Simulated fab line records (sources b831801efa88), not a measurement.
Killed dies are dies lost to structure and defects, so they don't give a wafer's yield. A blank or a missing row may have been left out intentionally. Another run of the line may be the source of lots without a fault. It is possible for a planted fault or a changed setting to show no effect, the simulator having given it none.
What tool caused it? | flow sky130 | Sampling: 12 lots, 36 wafers, 5 of 708 route steps

## WHAT THE GAUGES READ, wafer by wafer
SKY_SD_N_OVL_MEAS_08. Usual: for SD_N_OVL the level is 0.2 nm and the standard deviation is 1.7.
lot  | measured     | on         | SD_N_OVL (nm)  | flag
L191 | day 27 19:55 | overlay-01 | -0.7 -0.5 0.9  |
L192 | day 28 07:10 | overlay-02 | 3.3 1.3 1.6    |
L193 | day 29 00:19 | overlay-01 | -2.4 -2.1 -2.6 |
L194 | day 29 05:37 | overlay-02 | -0.2 1.0 0.3   |
L196 | day 29 21:26 | overlay-01 | -0.7 -0.4 0.5  |
L198 | day 30 15:16 | overlay-02 | -0.5 2.6 1.6   |
L199 | day 30 20:19 | overlay-02 | 2.2 2.1 1.6    |
L200 | day 31 07:43 | overlay-02 | 4.0 1.2 3.7    |
L201 | day 31 15:07 | overlay-02 | 2.8 2.2 4.5    |
L202 | day 32 00:01 | overlay-02 | -0.7 -2.1 -0.5 |
L205 | day 33 00:58 | overlay-02 | 0.9 2.3 2.2    |
L211 | day 34 22:16 | overlay-02 | 0.8 1.7 2.5    |

SKY_SD_N_RS_MEAS_18: measurement is done with a four-point probe. Usual: for RES_XHIGH_RS the level is 333.7 ohm/sq and the standard deviation is 1.3.
lot  | measured     | on            | RES_XHIGH_RS (ohm/sq) | flag
L191 | day 27 20:54 | film-metro-03 | 335.0 334.8 334.4     |
L192 | day 28 08:07 | film-metro-03 | 333.9 334.9 332.6     |
L193 | day 29 01:17 | film-metro-04 | 333.0 332.5 333.9     |
L194 | day 29 06:34 | film-metro-04 | 331.7 333.0 333.0     |
L196 | day 29 22:25 | film-metro-02 | 332.5 332.5 332.7     |
L198 | day 30 16:14 | film-metro-03 | 334.5 335.0 334.6     |
L199 | day 30 21:18 | film-metro-04 | 337.8 334.9 335.7     |
L200 | day 31 08:41 | film-metro-02 | 331.8 331.6 332.0     |
L201 | day 31 16:06 | film-metro-04 | 333.5 334.4 334.7     |
L202 | day 32 00:59 | film-metro-02 | 349.1 332.9 349.5     | OFF
L205 | day 33 01:57 | film-metro-02 | 334.0 333.1 333.8     |
L211 | day 34 23:17 | film-metro-04 | 335.7 335.0 335.5     |

SKY_LI_CONTACT_BOW_MEAS_03. Usual: for LI_CONTACT_BOW the level is 55 um and the standard deviation is 6.6.
lot  | measured     | on            | LI_CONTACT_BOW (um) | flag
L191 | day 27 21:33 | film-metro-03 | 65 59 42            |
L192 | day 28 08:43 | film-metro-02 | 66 48 57            |
L193 | day 29 01:53 | film-metro-03 | 55 56 55            |
L194 | day 29 07:10 | film-metro-02 | 56 57 55            |
L196 | day 29 23:01 | film-metro-02 | 69 52 47            |
L198 | day 30 16:50 | film-metro-03 | 55 54 58            |
L199 | day 30 21:54 | film-metro-04 | 54 53 53            |
L200 | day 31 09:17 | film-metro-04 | 51 51 42            |
L201 | day 31 16:42 | film-metro-04 | 53 58 58            |
L202 | day 32 01:35 | film-metro-04 | 55 48 47            |
L205 | day 33 02:33 | film-metro-04 | 57 65 65            |
L211 | day 34 23:53 | film-metro-04 | 56 55 66            |

## EACH LOT AND THE TOOL THAT RAN IT (in order: tool; ch and the chambers of the sampled wafers; start)
lot  | SKY_SPACER_ETCHBACK_02             | SKY_RES_XHIGH_IMPLANT_07
L191 | rie-diel-03 ch 0,3, day 22 21:21   | implanter-03 ch 0, day 26 15:19
L192 | rie-diel-01 ch 0,2,3, day 23 09:39 | implanter-01 ch 0, day 27 02:19
L193 | rie-diel-04 ch 0,3, day 24 03:56   | implanter-03 ch 0, day 27 19:31
L194 | rie-diel-04 ch 0,2,3, day 24 10:07 | implanter-04 ch 0, day 28 01:38
L196 | rie-diel-04 ch 0,1,3, day 25 04:28 | implanter-04 ch 0, day 28 17:09
L198 | rie-diel-04 ch 1,2, day 25 22:28   | implanter-04 ch 0, day 29 12:12
L199 | rie-diel-03 ch 2,3, day 26 03:21   | implanter-04 ch 0, day 29 16:26
L200 | rie-diel-03 ch 1,2,3, day 26 14:31 | implanter-03 ch 0, day 30 03:50
L201 | rie-diel-04 ch 0,2,3, day 26 23:59 | implanter-03 ch 0, day 30 11:34
L202 | rie-diel-04 ch 2,3, day 27 07:33   | implanter-03 ch 0, day 30 20:13
L205 | rie-diel-01 ch 1,3, day 28 10:58   | implanter-04 ch 0, day 31 21:47
L211 | rie-diel-01 ch 2,3, day 30 10:13   | implanter-04 ch 0, day 33 20:01
- SKY_SPACER_ETCHBACK_02: etches Si3N4 in CH3F/O2, stops on SiO2, time 46.7 s, target depth 45 nm.
- SKY_RES_XHIGH_IMPLANT_07

## WHAT THE TOOLS THEMSELVES READ (means of the sampled wafers that have a number; where no wafer has one, the mark that the record gives instead)
SKY_SPACER_ETCHBACK_02. Usual: drypump-motor-current-A 6.0 A, standard deviation 0.46; oes-product-au 0.854 a.u., standard deviation 0.0066; throttle-valve-pct 10.561 %, standard deviation 0.0089.
lot  | tool        | drypump-motor-current-A (A) | oes-product-au (a.u.) | throttle-valve-pct (%) | flag
L191 | rie-diel-03 | 6.2                         | 0.845                 | 10.568                 |
L192 | rie-diel-01 | 6.3                         | 0.847                 | 10.557                 |
L193 | rie-diel-04 | 6.2                         | 0.857                 | 10.564                 |
L194 | rie-diel-04 | 5.8                         | 0.850                 | 10.558                 |
L196 | rie-diel-04 | 6.0                         | 0.857                 | 10.563                 |
L198 | rie-diel-04 | 5.5                         | 0.851                 | 10.569                 |
L199 | rie-diel-03 | 5.5                         | 0.858                 | 10.555                 |
L200 | rie-diel-03 | 5.9                         | 0.858                 | 10.561                 |
L201 | rie-diel-04 | 5.8                         | 0.856                 | 10.564                 |
L202 | rie-diel-04 | 5.6                         | 0.857                 | 10.565                 |
L205 | rie-diel-01 | 6.5                         | 0.851                 | 10.566                 |
L211 | rie-diel-01 | 6.5                         | 0.853                 | 10.556                 |

SKY_RES_XHIGH_IMPLANT_07. Usual: 19.999 for beam-energy-keV, sd 0.0061.
lot  | tool         | beam-energy-keV | flag
L191 | implanter-03 | 20.009          |
L192 | implanter-01 | 19.992          |
L193 | implanter-03 | 19.996          |
L194 | implanter-04 | 19.992          |
L196 | implanter-04 | 19.999          |
L198 | implanter-04 | 20.005          |
L199 | implanter-04 | 19.998          |
L200 | implanter-03 | 19.999          |
L201 | implanter-03 | 19.995          |
L202 | implanter-03 | 19.993          |
L205 | implanter-04 | 20.009          |
L211 | implanter-04 | 19.999          |

## THE ANSWER, worked out from the rows above alone
Rule: a lot is off if the mean of its wafers that have a number lies more than 3 standard deviations from the usual mean. A lot without any number at a reading at which 4 lots or more have one is off too. All remaining lots with rows at the step are treated as sound. The gauges are gone through in route order, then the tools' own readings, and for those a lot's mean is taken as printed above. At the first step where some lot is off, the reading lying furthest off is the one used; lots without a number count as furthest.
Off: L202, seen at SKY_SD_N_RS_MEAS_18 (RES_XHIGH_RS).
If a tool, at a process step before that reading, ran all the lots that are off and no sound lot after the first of them, it fits. The gauges at SKY_SD_N_RS_MEAS_18 are tried like those tools. Undecided on this evidence; 2 tools fit (rie-diel-04 at SKY_SPACER_ETCHBACK_02, implanter-03 at SKY_RES_XHIGH_IMPLANT_07).

## WHAT THE SIMULATOR PUT IN
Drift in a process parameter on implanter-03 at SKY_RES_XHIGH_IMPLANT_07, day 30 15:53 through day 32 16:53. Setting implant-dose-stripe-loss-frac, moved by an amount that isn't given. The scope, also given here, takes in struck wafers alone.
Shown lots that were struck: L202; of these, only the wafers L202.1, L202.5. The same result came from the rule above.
